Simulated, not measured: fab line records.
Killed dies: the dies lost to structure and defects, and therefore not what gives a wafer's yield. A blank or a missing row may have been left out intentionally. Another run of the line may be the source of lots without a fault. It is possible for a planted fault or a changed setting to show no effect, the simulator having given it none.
A struck lot beside a sound one ; flow gf180mcu ; 15 steps out of a route of 602
Sound: these wafers, L878.1, L878.3, L878.5. Struck: wafers L888.1, L888.2, L888.5. At the end, the cause is stated.
Each step with rows lists, per side, the tool, then ch with its chambers, then its first start. Under that, the readings that differ: sound wafers ; struck wafers ; difference of the means ; sigmas: that difference in standard deviations of wafers without a fault.
alike: a reading whose means differ by less than 2 such deviations, as well as words and numbers matching on both sides. not compared: withheld readings; readings where some wafer has no value; bounds like >300 that might hide an equal value; numbers whose values overlap and for which the record gives no deviation.
The two part at a step that has a row with sigmas, a row that says differs or no value, or rows on one side only. When numbers do not overlap yet have no deviation, they are printed without sigmas and do not part them. Lack of a reading on every wafer of one side parts them only where that side has two or more wafers.

GF_V5_THK_MEAS_01:
  sound on film metro-03 at day 27 14:50; struck on film metro-03 at day 30 17:25
  alike: V5_CVD_00_THK
GF_V5_CVD_02: deposits SiO2 from TEOS, target thk 1450 nm, time 163.28 s.
  sound on pecvd-02 ch 0,1, day 27 14:54; struck on pecvd-02 ch 0,1, day 30 17:28
  alike: heater power w
GF_V5_THK_MEAS_03:
  sound on film metro-01 at day 27 15:00; struck on film metro-01 at day 30 17:35
  alike: V5_CVD_02_THK
GF_V5_CMP_04: polishes SiO2.
  sound on cmp-02 ch 0,1, day 27 15:07; struck on cmp-01 ch 1,2,3, day 30 17:41
  alike: motor current A
GF_V5_BOW_MEAS_05:
  sound on film metro-03 at day 27 15:25; struck on film metro-02 at day 30 17:56
  alike: V5_BOW
then, 7 steps without rows for these wafers: GF_V5_DEHYDRATE_06 (time 60 s); GF_V5_HMDS_07 (prime time 60 s); GF_V5_COAT_08; GF_V5_COAT_09 (resist thk 1000 nm); GF_V5_SOFTBAKE_10 (time 60 s); GF_V5_EXPOSE_11 (exposes mask Via5, target cd 260 nm); GF_V5_PEB_12 (peb time 90 s).
GF_V5_DEVELOP_13: develop time 60 s.
  sound on litho track-01 ch 0, day 28 11:11; struck on litho track-02 ch 0, day 31 11:10
reading;sound;struck;difference;sigmas
developer temp C (C);20.98 21.03 21.03;20.17 20.19 20.36;-0.77;-8
GF_V5_CD_MEAS_14 targets a cd of 260 nm.
  sound on cd sem-01 at day 28 11:20; struck on cd sem-01 at day 31 11:19
  alike: cd nm
GF_PASSIVATION_PROBE_99:
  the record has rows for the sound wafers here (prober-01, day 30 05:48) and none for the struck ones

== WHERE THEY PART ==
First at GF_V5_DEVELOP_13; last, within this record, at GF_PASSIVATION_PROBE_99.

WHY: what had been put in by the simulator
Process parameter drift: litho track-02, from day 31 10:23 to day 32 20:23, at GF_V5_DEVELOP_13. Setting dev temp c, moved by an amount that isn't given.
